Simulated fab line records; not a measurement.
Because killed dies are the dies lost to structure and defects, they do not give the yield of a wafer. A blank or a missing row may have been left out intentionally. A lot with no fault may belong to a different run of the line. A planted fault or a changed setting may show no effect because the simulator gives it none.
fab line records    flow sky130
record lots=12  wafers=36  last-day=50
route steps=708 shown DNWELL@43 NWELL@63 VT_ADJUST_HVTP@89 PAD_OPEN@708
lots with no fault: from the same line, run without faults
start-h: start of the lot's first displayed wafer, in hours after the record's first day    wait-h: how many hours have passed since the lot's step before this one    " as in the row above    L1.1+2: one row covering several wafers at once    - no value, or no start given    * or withheld: withheld    < > ~ a bound
route shown NAME@n: NAME is a module with steps in the file, n the number in the route of the first one    usual: mean/standard deviation of fault-free wafers    same: alike in all rows    chamber/n: place in a boat    sites: readings site by site    _std_site: how widely they spread, as a standard deviation    _edge_site: inner sites' mean taken away from outer sites' mean    radius-mm: how far each site lies from the wafer's centre    mask NAME#n: copy n    behind: the last tool/chamber to shape the wafer    hold: the reason the lot was held/the length of the hold in hours/how it ended    device: names the non-switching transistor (n, p or np)    end of line: tests run on the same wafers once the route is complete    a step without rows: its recipe alone    killed: count of dies lost to structure and defects at first sort (not the wafer's yield)    map: a wafer's dies, x killed, . not, _ none there
set.NAME: the setting the step ran with; set.NAME@STEP: the setting that earlier step ran with    model.NAME: the simulator's own value behind a step, which no gauge read
route steps across a sampled set of lots; one table per step, one row per wafer
services: a tool's chamber out of use, with start hour (start-h, from the record's first day; less than 0 if before it), hours out, and reason
## steps
# step SKY_DNWELL_STRIP_08
# recipe chemistry=O2/N2  power-w=1400  pressure-mtorr=1500  platen-temp-c=withheld  o2-flow-sccm=3000  n2-flow-sccm=300  overash-fraction=0.5
# usual drypump-motor-current-A=5.73/0.13  oes-product-au=0.722/0.0049  strip-time-to-endpoint-s=36.91/0.092
lot.wafer  tool             chamber  start-h  wait-h  drypump-motor-current-A  oes-product-au  rf-hours-counter-h  strip-time-to-endpoint-s
L945.1     plasma-asher-02  1        76.22    0.1     5.89                     0.719           44                  36.77
L945.2     "                0        "        "       5.58                     0.714           44                  36.93
L945.3     "                1        "        "       5.87                     0.725           -                   36.86
L946.2     plasma-asher-01  1        80.19    0.1     5.74                     0.728           33                  37.00
L946.3     "                1        "        "       5.74                     0.719           -                   36.89
L946.6     "                0        "        "       5.50                     0.730           -                   36.96
L949.4     plasma-asher-04  1        97.52    0.1     5.87                     0.717           -                   36.87
L949.5     "                1        "        "       5.89                     0.722           -                   36.91
L949.6     "                0        "        "       5.73                     0.717           -                   36.85
L951.3     plasma-asher-04  1        105.60   0.1     5.85                     0.714           -                   36.87
L951.5     "                0        "        "       5.76                     0.723           -                   36.77
L951.6     "                1        "        "       5.86                     0.722           -                   36.75
L952.1     plasma-asher-01  0        110.17   0.1     5.48                     0.723           34                  37.01
L952.2     "                1        "        "       5.71                     0.727           34                  36.98
L952.5     "                1        "        "       5.72                     0.720           -                   36.95
L954.3     plasma-asher-01  0        122.45   0.1     5.50                     0.721           -                   36.96
L954.4     "                1        "        "       5.73                     0.723           -                   37.03
L954.6     "                0        "        "       5.48                     0.722           -                   36.94
L955.2     plasma-asher-04  1        130.33   0.1     5.84                     0.727           29                  36.78
L955.4     "                1        "        "       5.88                     0.728           -                   36.76
L955.6     "                0        "        "       5.74                     0.713           -                   36.92
L956.4     plasma-asher-02  1        133.10   0.1     5.86                     0.720           -                   36.85
L956.5     "                0        "        "       5.61                     0.717           -                   36.85
L956.6     "                1        "        "       5.87                     0.725           -                   36.69
L958.1     plasma-asher-01  0        147.18   0.1     5.49                     0.717           38                  36.99
L958.4     "                1        "        "       5.73                     0.717           -                   37.02
L958.5     "                1        "        "       5.72                     0.724           -                   36.96
L959.1     plasma-asher-04  1        153.27   0.1     5.86                     0.720           31                  36.88
L959.4     "                0        "        "       5.73                     0.719           -                   37.00
L959.5     "                0        "        "       5.74                     0.716           -                   37.07
L960.1     plasma-asher-02  1        155.08   0.1     5.89                     0.716           4                   36.83
L960.4     "                0        "        "       5.62                     0.719           -                   36.88
L960.6     "                0        "        "       5.62                     0.719           -                   36.96
L964.3     plasma-asher-04  0        185.65   0.1     5.75                     0.720           -                   36.89
L964.4     "                1        "        "       5.84                     0.725           -                   36.98
L964.6     "                0        "        "       5.74                     0.725           -                   36.89
# step SKY_NWELL_OVL_MEAS_10
# usual NWELL_00_OVL=-0.7/1.6
lot.wafer  tool        chamber  start-h  wait-h  NWELL_00_OVL[nm]
L945.1     overlay-02  -        111.87   -       0.3
L945.2     "           -        "        "       -0.9
L945.3     "           -        "        "       -0.2
L946.2     overlay-01  -        116.14   -       0.1
L946.3     "           -        "        "       0.6
L946.6     "           -        "        "       2.4
L949.4     overlay-02  -        134.34   -       1.3
L949.5     "           -        "        "       -0.6
L949.6     "           -        "        "       -0.2
L951.3     overlay-02  -        142.99   -       -0.6
L951.5     "           -        "        "       -2.1
L951.6     "           -        "        "       -2.2
L952.1     overlay-01  -        146.47   -       0.5
L952.2     "           -        "        "       -1.9
L952.5     "           -        "        "       -1.5
L954.3     overlay-01  -        160.64   -       -1.3
L954.4     "           -        "        "       -3.0
L954.6     "           -        "        "       -3.4
L955.2     overlay-02  -        169.18   -       0.1
L955.4     "           -        "        "       2.1
L955.6     "           -        "        "       0.5
L956.4     overlay-01  -        172.04   -       -2.3
L956.5     "           -        "        "       -1.4
L956.6     "           -        "        "       -3.3
L958.1     overlay-02  -        187.27   -       -1.4
L958.4     "           -        "        "       0.7
L958.5     "           -        "        "       -0.6
L959.1     overlay-01  -        193.52   -       1.4
L959.4     "           -        "        "       -0.6
L959.5     "           -        "        "       -0.4
L960.1     overlay-01  -        195.18   -       -1.5
L960.4     "           -        "        "       -0.8
L960.6     "           -        "        "       -3.0
L964.3     overlay-01  -        229.98   -       -2.2
L964.4     "           -        "        "       -2.4
L964.6     "           -        "        "       -0.5
# step SKY_VT_ADJUST_HVTP_EXPOSE_04
# recipe mask-id=HVTPM  na=0.6  source-shape=conventional  sigma-outer=0.6  polarization=unpolarized  target-cd-nm=380  dose-mj=140
lot.wafer   tool              chamber  start-h  wait-h  mask
L945.1+2+3  iline-stepper-01  0        140.82   -       HVTPM#0
L946.2+3+6  iline-stepper-01  0        145.59   -       HVTPM#0
L949.4+5+6  iline-stepper-02  0        164.63   -       HVTPM#0
L951.3+5+6  iline-stepper-02  0        173.59   -       HVTPM#0
L952.1+2+5  iline-stepper-01  0        177.70   -       HVTPM#0
L954.3+4+6  iline-stepper-01  0        191.74   -       HVTPM#0
L955.2+4+6  iline-stepper-01  0        201.29   -       HVTPM#0
L956.4+5+6  iline-stepper-01  0        204.63   -       HVTPM#0
L958.1+4+5  iline-stepper-02  0        221.77   -       HVTPM#0
L960.1+4+6  iline-stepper-01  0        228.85   -       HVTPM#0
L959.1+4+5  iline-stepper-01  0        229.62   -       HVTPM#0
L964.3+4+6  iline-stepper-02  0        267.53   -       HVTPM#0
# step SKY_VT_ADJUST_HVTP_OVL_MEAS_08
# usual VT_ADJUST_HVTP_OVL=0.0/1.3
lot.wafer  tool        chamber  start-h  wait-h  VT_ADJUST_HVTP_OVL[nm]
L945.1     overlay-02  -        150.19   0.1     0.4
L945.2     "           -        "        "       -0.5
L945.3     "           -        "        "       -0.8
L946.2     overlay-02  -        155.35   0.1     3.1
L946.3     "           -        "        "       0.8
L946.6     "           -        "        "       2.1
L949.4     overlay-02  -        173.91   0.1     0.6
L949.5     "           -        "        "       0.9
L949.6     "           -        "        "       -0.5
L951.3     overlay-01  -        183.50   0.1     -0.5
L951.5     "           -        "        "       1.0
L951.6     "           -        "        "       0.9
L952.1     overlay-02  -        187.86   0.1     2.0
L952.2     "           -        "        "       1.7
L952.5     "           -        "        "       1.4
L954.3     overlay-02  -        202.75   0.1     -1.0
L954.4     "           -        "        "       -1.9
L954.6     "           -        "        "       -1.0
L955.2     overlay-02  -        211.20   0.1     38.3
L955.4     "           -        "        "       39.1
L955.6     "           -        "        "       37.8
L956.4     overlay-01  -        215.01   0.1     38.7
L956.5     "           -        "        "       37.5
L956.6     "           -        "        "       37.4
L958.1     overlay-02  -        232.49   0.1     2.4
L958.4     "           -        "        "       2.3
L958.5     "           -        "        "       2.1
L960.1     overlay-01  -        239.94   0.1     38.5
L960.4     "           -        "        "       38.0
L960.6     "           -        "        "       37.1
L959.1     overlay-01  -        241.04   0.1     38.4
L959.4     "           -        "        "       38.8
L959.5     "           -        "        "       39.6
L964.3     overlay-02  -        280.10   0.1     -0.1
L964.4     "           -        "        "       0.6
L964.6     "           -        "        "       -0.3
# step SKY_VT_ADJUST_HVTP_STRIP_10
# recipe chemistry=O2/N2  power-w=1400  pressure-mtorr=1500  platen-temp-c=withheld  o2-flow-sccm=3000  n2-flow-sccm=300  overash-fraction=0.5
# usual drypump-motor-current-A=5.72/0.17  oes-product-au=0.715/0.005  strip-time-to-endpoint-s=14.19/0.041
lot.wafer  tool             chamber  start-h  wait-h  drypump-motor-current-A  oes-product-au  rf-hours-counter-h  strip-time-to-endpoint-s
L945.1     plasma-asher-04  1        150.38   0.1     5.88                     0.713           31                  14.20
L945.2     "                0        "        "       5.73                     0.722           31                  14.20
L945.3     "                0        "        "       5.73                     0.716           -                   14.18
L946.2     plasma-asher-03  0        155.53   0.1     5.85                     0.721           50                  14.18
L946.3     "                1        "        "       5.40                     0.716           -                   14.15
L946.6     "                0        "        "       5.86                     0.723           -                   14.20
L949.4     plasma-asher-02  0        174.11   0.1     5.62                     0.719           -                   14.17
L949.5     "                1        "        "       5.85                     0.719           -                   14.15
L949.6     "                0        "        "       5.62                     0.711           -                   14.17
L951.3     plasma-asher-02  1        183.71   0.1     5.86                     0.719           -                   14.24
L951.5     "                1        "        "       5.85                     0.721           -                   14.23
L951.6     "                0        "        "       5.61                     0.705           -                   14.26
L952.1     plasma-asher-02  0        188.05   0.1     5.64                     0.711           7                   14.14
L952.2     "                1        "        "       5.86                     0.713           7                   14.12
L952.5     "                1        "        "       5.85                     0.715           -                   14.12
L954.3     plasma-asher-03  1        202.96   0.1     5.44                     0.717           -                   14.16
L954.4     "                0        "        "       5.90                     0.710           -                   14.14
L954.6     "                1        "        "       5.43                     0.714           -                   14.18
L955.2     plasma-asher-04  1        211.38   0.1     5.89                     0.713           37                  14.20
L955.4     "                1        "        "       5.87                     0.718           -                   14.18
L955.6     "                0        "        "       5.76                     0.715           -                   14.20
L956.4     plasma-asher-02  1        215.21   0.1     5.89                     0.719           -                   14.19
L956.5     "                0        "        "       5.61                     0.720           -                   14.17
L956.6     "                1        "        "       5.87                     0.715           -                   14.19
L958.1     plasma-asher-03  1        232.68   0.1     5.40                     0.714           57                  14.19
L958.4     "                0        "        "       5.87                     0.704           -                   14.24
L958.5     "                1        "        "       5.37                     0.719           -                   14.28
L960.1     plasma-asher-02  1        240.13   0.1     5.85                     0.712           12                  14.20
L960.4     "                0        "        "       5.60                     0.711           -                   14.17
L960.6     "                0        "        "       5.62                     0.715           -                   14.22
L959.1     plasma-asher-03  0        241.23   0.1     5.85                     0.710           58                  14.19
L959.4     "                1        "        "       5.39                     0.715           -                   14.21
L959.5     "                0        "        "       5.88                     0.719           -                   14.22
L964.3     plasma-asher-04  1        280.31   0.1     5.85                     0.725           -                   14.27
L964.4     "                0        "        "       5.75                     0.716           -                   14.20
L964.6     "                1        "        "       5.86                     0.715           -                   14.19
# step SKY_PAD_OPEN_PROBE_99
# usual killed_at_M0_to_M3=44/7  killed_at_M4_up=3.4/1.7  killed-at-contacts=24/4.9  killed-at-front-end=15/4.5  killed-at-other=0.4/0.61  killed-dies=86/9.7  killed-open=47/7.1  killed-short=39/6.1
# same gross-dies=492  killed-at-back-side=0
lot.wafer  tool       chamber  start-h  wait-h  killed_at_M0_to_M3  killed_at_M4_up  killed-at-contacts  killed-at-front-end  killed-at-other  killed-dies  killed-open  killed-short
L951.3     prober-02  -        1136.25  0.2     42                  6                20                  17                   1                86           44           41
L951.5     prober-02  -        1136.35  0.2     47                  4                20                  17                   1                89           55           34
L951.6     prober-02  -        1136.40  0.2     49                  0                26                  16                   0                91           44           47
L952.1     prober-01  -        1146.21  0.1     43                  4                21                  9                    0                77           48           29
L955.2     prober-02  -        1162.90  0.1     39                  2                17                  12                   0                70           32           38
L955.4     prober-02  -        1163.00  0.2     42                  1                25                  18                   1                87           42           45
L955.6     prober-02  -        1163.10  0.2     41                  3                20                  11                   0                75           47           28
L956.4     prober-01  -        1169.44  0.2     40                  5                28                  16                   0                89           44           45
L956.5     prober-01  -        1169.49  0.2     42                  4                23                  10                   1                80           48           32
L956.6     prober-01  -        1169.54  0.2     44                  2                36                  13                   0                95           49           46
# killed by level:class
L951.3 VIA1:geometric-particle:open=10 VIA3:geometric-particle:open=7 LI_CONTACT:geometric-particle:open=6 METAL1:geometric-particle:short=6 FIELD_ISO:geometric-particle:short=5 CONTACT:geometric-particle:open=5 FIELD_ISO:geometric-particle:open=4 METAL2:geometric-particle:short=4
L951.5 CONTACT:geometric-particle:open=11 VIA3:geometric-particle:open=10 FIELD_ISO:geometric-particle:open=8 VIA2:geometric-particle:open=8 VIA1:geometric-particle:open=7 METAL1:geometric-particle:short=5 VIA3:geometric-particle:short=4 CONTACT:geometric-particle:short=3
L951.6 VIA1:geometric-particle:open=10 METAL1:geometric-particle:short=7 VIA2:geometric-particle:open=6 LI_CONTACT:geometric-particle:open=6 VIA2:geometric-particle:short=6 LI_CONTACT:geometric-particle:short=5 CONTACT:geometric-particle:open=5 CONTACT:geometric-particle:short=5
L952.1 VIA3:geometric-particle:open=9 VIA1:geometric-particle:open=8 VIA2:geometric-particle:open=7 METAL1:geometric-particle:short=7 LI_CONTACT:geometric-particle:open=6 CONTACT:geometric-particle:open=6 CONTACT:geometric-particle:short=5 METAL2:geometric-particle:short=5
L955.2 VIA1:geometric-particle:open=9 FIELD_ISO:geometric-particle:short=7 METAL1:geometric-particle:short=6 LI_CONTACT:geometric-particle:open=5 CONTACT:geometric-particle:open=5 METAL2:geometric-particle:short=5 VIA2:geometric-particle:short=5 LOCAL_INTERCONNECT:geometric-particle:short=4
L955.4 VIA1:geometric-particle:open=11 CONTACT:geometric-particle:open=10 FIELD_ISO:geometric-particle:short=8 FIELD_ISO:geometric-particle:open=6 VIA1:geometric-particle:short=6 LOCAL_INTERCONNECT:geometric-particle:short=5 METAL2:geometric-particle:short=5 VIA3:geometric-particle:open=5
L955.6 LI_CONTACT:geometric-particle:open=9 VIA1:geometric-particle:open=7 METAL1:geometric-particle:short=7 VIA3:geometric-particle:open=7 VIA2:geometric-particle:open=6 CONTACT:geometric-particle:open=4 VIA1:geometric-particle:short=4 FIELD_ISO:geometric-particle:open=3
L956.4 CONTACT:geometric-particle:open=14 METAL2:geometric-particle:short=7 FIELD_ISO:geometric-particle:short=6 VIA1:geometric-particle:short=6 VIA3:geometric-particle:open=6 LI_CONTACT:geometric-particle:short=5 METAL1:geometric-particle:short=5 POLY_GATE:geometric-particle:open=4
L956.5 LI_CONTACT:geometric-particle:open=11 VIA3:geometric-particle:open=11 CONTACT:geometric-particle:open=9 VIA1:geometric-particle:open=7 VIA1:geometric-particle:short=5 METAL4:geometric-particle:short=4 METAL2:geometric-particle:short=4 VIA2:geometric-particle:open=4
L956.6 CONTACT:geometric-particle:open=11 VIA3:geometric-particle:open=10 LOCAL_INTERCONNECT:geometric-particle:short=9 CONTACT:geometric-particle:short=8 LI_CONTACT:geometric-particle:open=6 METAL1:geometric-particle:short=6 VIA2:geometric-particle:open=6 VIA1:geometric-particle:open=5
## services
tool              chamber  start-h  hours  kind
iline-stepper-01  -        63.84    1.7    pm
iline-stepper-02  0        66.96    -      calibration
iline-stepper-01  -        78.93    2.0    repair
plasma-asher-03   -        93.99    6.8    repair
plasma-asher-01   -        94.68    14.6   pm
plasma-asher-02   -        108.75   9.0    pm
plasma-asher-02   0        108.75   9.0    vent-cycle
plasma-asher-02   1        108.75   9.0    vent-cycle
plasma-asher-02   0        117.75   -      clean
plasma-asher-02   1        117.75   -      clean
iline-stepper-02  -        132.89   4.4    pm
plasma-asher-02   -        177.45   1.0    repair
plasma-asher-04   -        186.93   1.3    repair
iline-stepper-01  0        218.10   -      calibration
iline-stepper-02  -        245.29   1.7    pm
## key
first-sign step=SKY_VT_ADJUST_HVTP_OVL_MEAS_08  reading=VT_ADJUST_HVTP_OVL  direction=up  sigmas=29  usual=0.0  struck=38.3
effect none on later readings
met-at SKY_VT_ADJUST_HVTP_EXPOSE_04
struck-lots L955,L956,L959,L960
tester-left-out L955,L956,L959,L960
not-acting-at SKY_DNWELL_STRIP_08,SKY_NWELL_OVL_MEAS_10,SKY_VT_ADJUST_HVTP_STRIP_10
onset-between 191.74 201.29
fault kind=scanner-matching-overlay  tool=iline-stepper-01  chamber=-  onset-h=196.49  steps=SKY_VT_ADJUST_HVTP_EXPOSE_04  offset=38.583
# tester-left-out: of these lots the tester's yield and bins aren't shown, on N5 and GAA mostly nor the transistor test; their killed dies are dies lost to structure and defects alone, not to doping, threshold or leakage, so they don't give the yield
